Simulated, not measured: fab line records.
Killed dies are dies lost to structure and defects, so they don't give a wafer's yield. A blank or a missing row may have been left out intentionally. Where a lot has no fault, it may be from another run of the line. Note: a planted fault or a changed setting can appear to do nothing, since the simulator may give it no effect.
fab line records ; flow gf180mcu
record: lots: 12; wafers: 36; lastDay: 34
route steps=602 shown V3@445 M4@459
lots that met no fault: from a run of the same line without faults
startH: start of the lot's first displayed wafer, in hours after the record's first day ; waitH: hours elapsed since this lot's preceding step ; " identical to the entry in the row above ; L1.1+2: a single row standing in for several wafers ; - no value, or no start given ; * or withheld: withheld ; < > ~ a bound
route shown NAME@n: a module of which the file shows steps, and the number in the route of the first ; usual: average and standard deviation across the fault-free wafers ; same: alike in all rows ; chamber/n: place in a boat ; sites: the reading at each site ; _std_site: the values' standard deviation ; _edge_site: mean of outer sites minus mean of inner sites ; radiusMm: how far each site lies from the wafer's centre ; mask NAME#n: copy n ; behind: the last tool/chamber to shape the wafer ; hold: cause of the lot's hold/its duration in hours/its outcome ; device: transistor that didn't switch, given as n, p or np ; end of line: the same wafers' tests at the end of the route ; a step given without rows: its recipe and nothing more ; killed: dies lost to structure and defects at the first sort, not the wafer's yield ; map: shows each die of a wafer: x if killed, . if not, _ if none is there
set.NAME: the setting the step ran with; set.NAME@STEP: the setting that earlier step ran with ; model.NAME: the simulator's own value behind a step, which no gauge read
a sample of lots followed through the steps of the route, with each step as a table and each wafer as a row
services: the hour from which a tool's chamber was out of use, counted from the record's first day as startH (under 0 if before that day), plus the number of hours and why
== steps ==
step: GF_V3_ETCH_16
recipe: chemistry: N2/H2; targetDepthA: withheld; overetchA: withheld; timeS: withheld; target: BARC; ionEnergyEv: 200; sourceW: 500; biasW: 100; pressureMtorr: 30; n2FlowSccm: 100; h2FlowSccm: 200
usual: drypumpMotorCurrentA: 5.7/0.32; oesProductAu: 0.856/0.0045; throttleValvePct: 13.226/0.0089
lot.wafer;tool;chamber;startH;waitH;drypumpMotorCurrentA;oesProductAu;throttleValvePct
L195.2;rieDiel-01;2;512.13;0.0;5.6;0.851;13.239
L195.5;rieDiel-01;0;512.13;0.0;6.1;0.853;13.225
L195.6;rieDiel-01;1;512.13;0.0;6.1;0.864;13.224
L196.2;rieDiel-02;3;527.83;0.0;5.8;0.849;13.239
L196.5;rieDiel-02;0;527.83;0.0;5.8;0.857;13.230
L196.6;rieDiel-02;1;527.83;0.0;6.1;0.853;13.217
L197.1;rieDiel-03;3;534.64;0.0;5.1;0.855;13.212
L197.3;rieDiel-03;0;534.64;0.0;5.7;0.853;13.226
L197.5;rieDiel-03;1;534.64;0.0;5.5;0.852;13.228
L198.1;rieDiel-03;0;543.03;0.0;5.7;0.855;13.239
L198.5;rieDiel-03;2;543.03;0.0;5.8;0.851;13.237
L198.6;rieDiel-03;1;543.03;0.0;5.5;0.855;13.239
L200.1;rieDiel-03;0;562.99;0.0;5.7;0.854;13.225
L200.5;rieDiel-03;3;562.99;0.0;5.1;0.858;13.230
L200.6;rieDiel-03;0;562.99;0.0;5.6;0.853;13.220
L201.2;rieDiel-01;1;571.08;0.0;6.1;0.848;13.246
L201.3;rieDiel-01;0;571.08;0.0;6.1;0.868;13.223
L201.5;rieDiel-01;3;571.08;0.0;5.3;0.857;13.218
L202.1;rieDiel-03;2;580.44;0.0;5.8;0.856;13.235
L202.4;rieDiel-03;0;580.44;0.0;5.7;0.857;13.227
L202.6;rieDiel-03;2;580.44;0.0;5.8;0.861;13.227
L203.1;rieDiel-01;3;589.13;0.0;5.3;0.853;13.233
L203.2;rieDiel-01;1;589.13;0.0;6.0;0.853;13.228
L203.3;rieDiel-01;0;589.13;0.0;6.1;0.849;13.239
L204.3;rieDiel-01;0;594.38;0.0;6.0;0.853;13.230
L204.4;rieDiel-01;1;594.38;0.0;6.1;0.859;13.224
L204.5;rieDiel-01;0;594.38;0.0;6.0;0.858;13.233
L208.1;rieDiel-01;2;625.08;0.0;5.6;0.856;13.229
L208.3;rieDiel-01;0;625.08;0.0;6.0;0.855;13.223
L208.6;rieDiel-01;2;625.08;0.0;5.6;0.857;13.218
L210.4;rieDiel-03;0;639.47;0.0;5.6;0.857;13.244
L210.5;rieDiel-03;0;639.47;0.0;5.6;0.854;13.230
L210.6;rieDiel-03;3;639.47;0.0;5.1;0.855;13.218
L218.1;rieDiel-03;3;699.23;0.0;5.1;0.850;13.238
L218.2;rieDiel-03;0;699.23;0.0;5.6;0.854;13.216
L218.6;rieDiel-03;1;699.23;0.0;5.5;0.863;13.226
step: GF_M4_SPUTTER_03
recipe: material: Ti; targetThkNm: 10; substrateTempC: 300; chamberPressurePa: 0.3; powerW: 3000; timeS: 6.7
usual: throttleValvePct: 30.1/0.74
lot.wafer;tool;chamber;startH;waitH;throttleValvePct
L195.2;pvdSputter-01;-;513.66;0.0;29.9
L195.5;pvdSputter-01;-;513.66;0.0;30.0
L195.6;pvdSputter-01;-;513.66;0.0;30.3
L196.2;pvdSputter-04;-;529.59;0.0;29.2
L196.5;pvdSputter-04;-;529.59;0.0;30.2
L196.6;pvdSputter-04;-;529.59;0.0;30.8
L197.1;pvdSputter-04;-;536.51;0.0;31.8
L197.3;pvdSputter-04;-;536.51;0.0;30.7
L197.5;pvdSputter-04;-;536.51;0.0;29.9
L198.1;pvdSputter-03;-;544.66;0.0;29.3
L198.5;pvdSputter-03;-;544.66;0.0;29.8
L198.6;pvdSputter-03;-;544.66;0.0;29.1
L200.1;pvdSputter-03;-;564.51;0.0;30.5
L200.5;pvdSputter-03;-;564.51;0.0;30.7
L200.6;pvdSputter-03;-;564.51;0.0;29.6
L201.2;pvdSputter-01;-;572.69;0.0;30.1
L201.3;pvdSputter-01;-;572.69;0.0;29.3
L201.5;pvdSputter-01;-;572.69;0.0;29.2
L202.1;pvdSputter-03;-;581.96;0.0;30.5
L202.4;pvdSputter-03;-;581.96;0.0;29.2
L202.6;pvdSputter-03;-;581.96;0.0;29.8
L203.1;pvdSputter-03;-;590.98;0.0;29.3
L203.2;pvdSputter-03;-;590.98;0.0;30.4
L203.3;pvdSputter-03;-;590.98;0.0;30.0
L204.3;pvdSputter-04;-;595.98;0.0;29.3
L204.4;pvdSputter-04;-;595.98;0.0;30.2
L204.5;pvdSputter-04;-;595.98;0.0;31.5
L208.1;pvdSputter-03;-;626.75;0.0;29.1
L208.3;pvdSputter-03;-;626.75;0.0;30.7
L208.6;pvdSputter-03;-;626.75;0.0;29.8
L210.4;pvdSputter-01;-;641.33;0.0;29.5
L210.5;pvdSputter-01;-;641.33;0.0;30.2
L210.6;pvdSputter-01;-;641.33;0.0;29.6
L218.1;pvdSputter-01;-;700.75;0.0;29.9
L218.2;pvdSputter-01;-;700.75;0.0;30.1
L218.6;pvdSputter-01;-;700.75;0.0;29.8
step: GF_M4_THK_MEAS_06
recipe: thkMeasGauge: xrf; reads: AlCu_of_M4_SPUTTER_02
usual: M4_ALCU_THK: 452/6.1
lot.wafer;tool;chamber;startH;waitH;M4_ALCU_THK[nm]
L195.2;filmMetro-01;-;513.85;0.1;455
L195.5;filmMetro-01;-;513.85;0.1;455
L195.6;filmMetro-01;-;513.85;0.1;456
L196.2;filmMetro-02;-;529.78;0.1;466
L196.5;filmMetro-02;-;529.78;0.1;450
L196.6;filmMetro-02;-;529.78;0.1;455
L197.1;filmMetro-03;-;536.69;0.1;456
L197.3;filmMetro-03;-;536.69;0.1;457
L197.5;filmMetro-03;-;536.69;0.1;449
L198.1;filmMetro-03;-;544.84;0.1;443
L198.5;filmMetro-03;-;544.84;0.1;438
L198.6;filmMetro-03;-;544.84;0.1;439
L200.1;filmMetro-01;-;564.69;0.1;454
L200.5;filmMetro-01;-;564.69;0.1;452
L200.6;filmMetro-01;-;564.69;0.1;445
L201.2;filmMetro-03;-;572.88;0.1;462
L201.3;filmMetro-03;-;572.88;0.1;451
L201.5;filmMetro-03;-;572.88;0.1;456
L202.1;filmMetro-03;-;582.16;0.1;445
L202.4;filmMetro-03;-;582.16;0.1;441
L202.6;filmMetro-03;-;582.16;0.1;444
L203.1;filmMetro-02;-;591.16;0.1;448
L203.2;filmMetro-02;-;591.16;0.1;449
L203.3;filmMetro-02;-;591.16;0.1;445
L204.3;filmMetro-03;-;596.18;0.1;455
L204.4;filmMetro-03;-;596.18;0.1;450
L204.5;filmMetro-03;-;596.18;0.1;448
L208.1;filmMetro-02;-;626.93;0.1;452
L208.3;filmMetro-02;-;626.93;0.1;451
L208.6;filmMetro-02;-;626.93;0.1;450
L210.4;filmMetro-01;-;641.54;0.1;463
L210.5;filmMetro-01;-;641.54;0.1;463
L210.6;filmMetro-01;-;641.54;0.1;456
L218.1;filmMetro-03;-;700.93;0.1;456
L218.2;filmMetro-03;-;700.93;0.1;457
L218.6;filmMetro-03;-;700.93;0.1;459
step: GF_M4_EXPOSE_11
recipe: maskId: Metal4; targetCdNm: 280; na: 0.68; sourceShape: conventional; sigmaOuter: 0.6; doseMj: 28
usual: reticleTempC: 23.01/0.1
lot.wafer;tool;chamber;startH;waitH;mask;reticleTempC
L195.2;krfScanner-02;0;525.90;-;Metal4#0;23.10
L195.5;krfScanner-02;0;525.90;-;Metal4#0;22.97
L195.6;krfScanner-02;0;525.90;-;Metal4#0;23.03
L196.2;krfScanner-01;0;541.02;-;Metal4#0;22.91
L196.5;krfScanner-01;0;541.02;-;Metal4#0;22.89
L196.6;krfScanner-01;0;541.02;-;Metal4#0;22.97
L197.1;krfScanner-01;0;548.33;-;Metal4#0;23.16
L197.3;krfScanner-01;0;548.33;-;Metal4#0;23.15
L197.5;krfScanner-01;0;548.33;-;Metal4#0;23.06
L198.1;krfScanner-01;0;555.98;-;Metal4#0;22.92
L198.5;krfScanner-01;0;555.98;-;Metal4#0;22.97
L198.6;krfScanner-01;0;555.98;-;Metal4#0;23.08
L200.1;krfScanner-02;0;575.78;-;Metal4#0;22.93
L200.5;krfScanner-02;0;575.78;-;Metal4#0;22.88
L200.6;krfScanner-02;0;575.78;-;Metal4#0;22.94
L201.2;krfScanner-01;0;583.18;-;Metal4#0;22.86
L201.3;krfScanner-01;0;583.18;-;Metal4#0;23.12
L201.5;krfScanner-01;0;583.18;-;Metal4#0;23.04
L202.1;krfScanner-02;0;592.70;-;Metal4#0;23.11
L202.4;krfScanner-02;0;592.70;-;Metal4#0;22.98
L202.6;krfScanner-02;0;592.70;-;Metal4#0;23.09
L203.1;krfScanner-02;0;602.28;-;Metal4#0;23.10
L203.2;krfScanner-02;0;602.28;-;Metal4#0;23.05
L203.3;krfScanner-02;0;602.28;-;Metal4#0;23.17
L204.3;krfScanner-02;0;606.67;-;Metal4#0;22.89
L204.4;krfScanner-02;0;606.67;-;Metal4#0;23.03
L204.5;krfScanner-02;0;606.67;-;Metal4#0;22.88
L208.1;krfScanner-02;0;636.67;-;Metal4#0;22.94
L208.3;krfScanner-02;0;636.67;-;Metal4#0;22.85
L208.6;krfScanner-02;0;636.67;-;Metal4#0;23.01
L210.4;krfScanner-02;0;651.46;-;Metal4#0;23.12
L210.5;krfScanner-02;0;651.46;-;Metal4#0;22.96
L210.6;krfScanner-02;0;651.46;-;Metal4#0;22.98
L218.1;krfScanner-01;0;710.45;-;Metal4#0;23.00
L218.2;krfScanner-01;0;710.45;-;Metal4#0;23.10
L218.6;krfScanner-01;0;710.45;-;Metal4#0;23.18
step: GF_M4_CD_MEAS_14
recipe: targetCdNm: 280
usual: cdNm: 279.8/1.1
lot.wafer;tool;chamber;startH;waitH;cdNm
L195.2;cdSem-02;-;536.71;0.1;279.9
L195.5;cdSem-02;-;536.71;0.1;279.2
L195.6;cdSem-02;-;536.71;0.1;279.5
L196.2;cdSem-01;-;552.95;0.1;278.5
L196.5;cdSem-01;-;552.95;0.1;278.7
L196.6;cdSem-01;-;552.95;0.1;279.1
L197.1;cdSem-02;-;558.88;0.1;281.2
L197.3;cdSem-02;-;558.88;0.1;280.1
L197.5;cdSem-02;-;558.88;0.1;279.6
L198.1;cdSem-02;-;566.88;0.1;278.9
L198.5;cdSem-02;-;566.88;0.1;280.0
L198.6;cdSem-02;-;566.88;0.1;278.7
L200.1;cdSem-01;-;586.31;0.1;278.8
L200.5;cdSem-01;-;586.31;0.1;278.5
L200.6;cdSem-01;-;586.31;0.1;279.2
L201.2;cdSem-01;-;593.80;0.1;278.9
L201.3;cdSem-01;-;593.80;0.1;279.8
L201.5;cdSem-01;-;593.80;0.1;279.1
L202.1;cdSem-01;-;602.67;0.1;279.9
L202.4;cdSem-01;-;602.67;0.1;280.2
L202.6;cdSem-01;-;602.67;0.1;280.6
L203.1;cdSem-01;-;612.13;0.1;278.2
L203.2;cdSem-01;-;612.13;0.1;278.4
L203.3;cdSem-01;-;612.13;0.1;277.5
L204.3;cdSem-01;-;616.80;0.1;280.3
L204.4;cdSem-01;-;616.80;0.1;279.6
L204.5;cdSem-01;-;616.80;0.1;278.6
L208.1;cdSem-01;-;646.73;0.1;279.7
L208.3;cdSem-01;-;646.73;0.1;278.6
L208.6;cdSem-01;-;646.73;0.1;279.2
L210.4;cdSem-02;-;660.83;0.1;273.2
L210.5;cdSem-02;-;660.83;0.1;281.1
L210.6;cdSem-02;-;660.83;0.1;280.8
L218.1;cdSem-01;-;719.16;0.1;279.5
L218.2;cdSem-01;-;719.16;0.1;280.1
L218.6;cdSem-01;-;719.16;0.1;280.2
== services ==
tool;chamber;startH;hours;kind
krfScanner-01;-;498.14;4.4;pm
krfScanner-01;-;502.52;0.8;pm
pvdSputter-03;-;515.90;1.9;repair
krfScanner-01;-;522.57;1.7;repair
krfScanner-02;-;545.28;1.3;pm
krfScanner-02;-;555.20;1.0;pm
pvdSputter-01;-;558.45;2.4;repair
rieDiel-01;3;562.42;2.1;repair
pvdSputter-03;-;568.47;1.4;repair
pvdSputter-01;-;571.47;1.0;repair
rieDiel-03;2;586.66;5.7;repair
rieDiel-03;-;587.67;4.2;repair
rieDiel-01;0;600.57;3.7;repair
pvdSputter-03;-;604.82;5.8;repair
krfScanner-01;-;613.27;1.3;pm
rieDiel-03;2;616.10;18.2;repair
krfScanner-01;-;617.04;1.0;pm
krfScanner-02;-;633.79;0.8;pm
krfScanner-02;-;648.78;0.2;repair
krfScanner-02;-;667.44;1.0;repair
krfScanner-01;-;668.47;0.8;pm
rieDiel-01;-;682.11;2.8;pm
rieDiel-01;0;685.30;9.9;repair
pvdSputter-01;-;709.92;4.0;repair
== key ==
firstSign: step: GF_M4_CD_MEAS_14; reading: cdNm; direction: down; sigmas: 6.2; usual: 279.8; struck: 273.2
effect none on later readings
metAt GF_M4_EXPOSE_11
struckLots L210
struckWafers L210.4
notActingAt GF_V3_ETCH_16,GF_M4_SPUTTER_03,GF_M4_THK_MEAS_06
onsetBetween 636.67 651.46
fault: kind: processParameterDrift; tool: krfScanner-02; chamber: -; onsetH: 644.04; steps: GF_M4_EXPOSE_11; channel: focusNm; offset: 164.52; shape: step; endH: 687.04; scope: struckWafersOnly
